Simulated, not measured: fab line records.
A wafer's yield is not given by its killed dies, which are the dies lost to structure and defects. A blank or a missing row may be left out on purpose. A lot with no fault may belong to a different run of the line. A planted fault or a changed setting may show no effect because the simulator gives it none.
2 desks looking at one fault ; flow gf180mcu ; only its own numbers are on each desk; what lay behind them is given at the end

## TOOL OWNER'S DESK, implanter-03
The tool's own readings at GF_PSD_IMPLANT_09, given as means over the sampled wafers that have a number, one for each lot that went through this tool. A lot is out of limits, marked OUT, if its mean lies more than 4 standard deviations from the usual mean; the brackets give that distance.
Columns: A = dose_ions_cm2 at GF_PSD_IMPLANT_09, usual 1.4999e+15; B = end_station_pressure_torr at GF_PSD_IMPLANT_09, usual 1.16e-05 Torr; C = faraday_current_uA at GF_PSD_IMPLANT_09, usual 8256
lot;first seen here;A;B;C
L721;day 15 16:59;1.4991e+15;1.14e-05;8272
L724;day 16 08:32;1.4994e+15;1.18e-05;8293
L726;day 16 20:49;1.0681e+15 (-99 or more) OUT;9.73e-06;5969 (-14) OUT
L728;day 17 17:40;1.0698e+15 (-99 or more) OUT;9.70e-06;5866 (-15) OUT
L729;day 18 01:43;1.0680e+15 (-99 or more) OUT;1.02e-05;5977 (-14) OUT
L737;day 21 00:32;1.5000e+15;1.15e-05;8173
L739;day 21 11:28;1.4990e+15;1.14e-05;8412
This desk finds L726, L728, L729 out of limits, L726 being first, at day 16 20:49 (dose_ions_cm2 at GF_PSD_IMPLANT_09). L721, L724, L737, L739 stayed within limits.

## AT THE METROLOGY DESK
What the gauges read for every lot (on any tool): the sampled wafers with a number, averaged. A lot is out of limits, marked OUT, if its mean lies more than 4 standard deviations from the usual mean; the brackets give that distance.
Columns: A = PSD_TW at GF_PSD_TW_MEAS_11, usual 3174; B = PSD_RS at GF_PSD_RS_MEAS_15, usual 108.61 ohm/sq; C = SAB_OVL at GF_SAB_OVL_MEAS_10, usual -0.9 nm
lot;first seen here;A;B;C
L721;day 15 17:12;3156;108.34;-0.6
L724;day 16 08:46;3193;108.62;-1.6
L726;day 16 21:02;2912 (-11) OUT;128.45 (+73) OUT;-1.4
L728;day 17 17:55;2955 (-9.5) OUT;128.82 (+75) OUT;-2.3
L729;day 18 01:57;2940 (-10) OUT;128.03 (+72) OUT;-1.7
L734;day 19 21:43;3169;108.48;-1.2
L736;day 20 16:20;3197;108.57;0.5
L737;day 21 00:47;3167;108.43;-0.7
L739;day 21 11:40;3162;108.57;-2.5
L740;day 21 20:54;3161;108.26;1.8
Per this desk, out of limits: L726, L728, L729; the first was L726, day 16 21:02 (PSD_TW at GF_PSD_TW_MEAS_11). L721, L724, L734, L736, L737, L739, L740 stayed within limits.

## PUT TOGETHER
On L726, L728, L729, at day 16 20:49, an alarm was possible from the tool owner's desk.
Metrology desk: alarm possible at day 16 21:02 on L726, L728, L729.
All the named lots went through GF_PSD_IMPLANT_09 on implanter-03.

## WHAT THE SIMULATOR HAD PUT IN
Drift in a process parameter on implanter-03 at GF_PSD_IMPLANT_09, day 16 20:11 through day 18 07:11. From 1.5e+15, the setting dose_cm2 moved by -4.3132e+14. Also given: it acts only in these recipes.
Struck lots among those shown: L726, L728, L729.
Counting hours from when the fault started, the first reading out of limits came at 1 for the tool owner's desk and at 1 for the metrology desk.
